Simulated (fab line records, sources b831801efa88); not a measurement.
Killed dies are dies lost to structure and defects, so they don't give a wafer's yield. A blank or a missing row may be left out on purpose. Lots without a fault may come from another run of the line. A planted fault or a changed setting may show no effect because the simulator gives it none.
One fault seen from 2 desks | flow gf180mcu | each desk has only its own numbers; what lay behind them comes last

THE TOOL OWNER'S DESK: implanter-02
The tool's own readings at GF_HV_LDD_IMPLANT_34: means of the sampled wafers that have a number, for each lot that ran on this tool. A lot is out of limits, marked OUT, if its mean lies more than 4 standard deviations from the usual mean; the brackets give that distance.
Columns: A = dose_ions_cm2 at GF_HV_LDD_IMPLANT_34, usual 7.5e+12; B = faraday_current_uA at GF_HV_LDD_IMPLANT_34, usual 42.3
lot  | first seen here | A                 | B
L495 | day 12 15:53    | 7.5e+12           | 42.8
L501 | day 14 08:51    | 6.9e+12 (-81) OUT | 39.1
L502 | day 14 16:18    | 6.9e+12 (-82) OUT | 38.4 (-4.6) OUT
L515 | day 19 02:22    | 7.5e+12           | 42.6
This desk's finding: out of limits on L501, L502; first on L501, day 14 08:51 (dose_ions_cm2 at GF_HV_LDD_IMPLANT_34). In limits: L495, L515.

THE METROLOGY DESK
What the gauges read, lot by lot, whatever tool the lot ran on: means of the sampled wafers that have a number. A lot is out of limits, marked OUT, if its mean lies more than 4 standard deviations from the usual mean; the brackets give that distance.
Columns: A = HV_LDD_2_TW at GF_HV_LDD_TW_MEAS_23, usual 1054; B = cd_nm at GF_HV_LDD_CD_MEAS_31, usual 399.2 nm; C = HV_LDD_02_OVL at GF_HV_LDD_OVL_MEAS_32, usual -0.4 nm
lot  | first seen here | A    | B     | C
L495 | day 11 20:27    | 1063 | 397.6 | 0.4
L501 | day 13 12:08    | 1039 | 400.4 | -0.6
L502 | day 13 19:29    | 1038 | 400.3 | -0.2
L505 | day 14 15:28    | 1061 | 396.9 | 0.6
L510 | day 16 10:05    | 1039 | 402.4 | -1.9
L515 | day 18 02:02    | 1037 | 397.9 | -1.7
This desk's finding: nothing out of limits on any of the 6 lots.

PUT TOGETHER
The tool owner's desk could have raised an alarm at day 14 08:51, on L501, L502.
The metrology desk saw nothing out of limits.
The metrology desk has L501, L502 on record, within its limits.
Of the lots named, all ran GF_HV_LDD_IMPLANT_34 on implanter-02.

WHAT THE SIMULATOR HAD PUT IN
Process parameter drift: implanter-02, from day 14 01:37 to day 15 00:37, at GF_HV_LDD_IMPLANT_34. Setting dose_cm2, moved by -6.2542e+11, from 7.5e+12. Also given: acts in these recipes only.
Lots struck among those shown: L501, L502.
Hours from the fault's start to each desk's first reading out of limits: the tool owner's desk, 7.
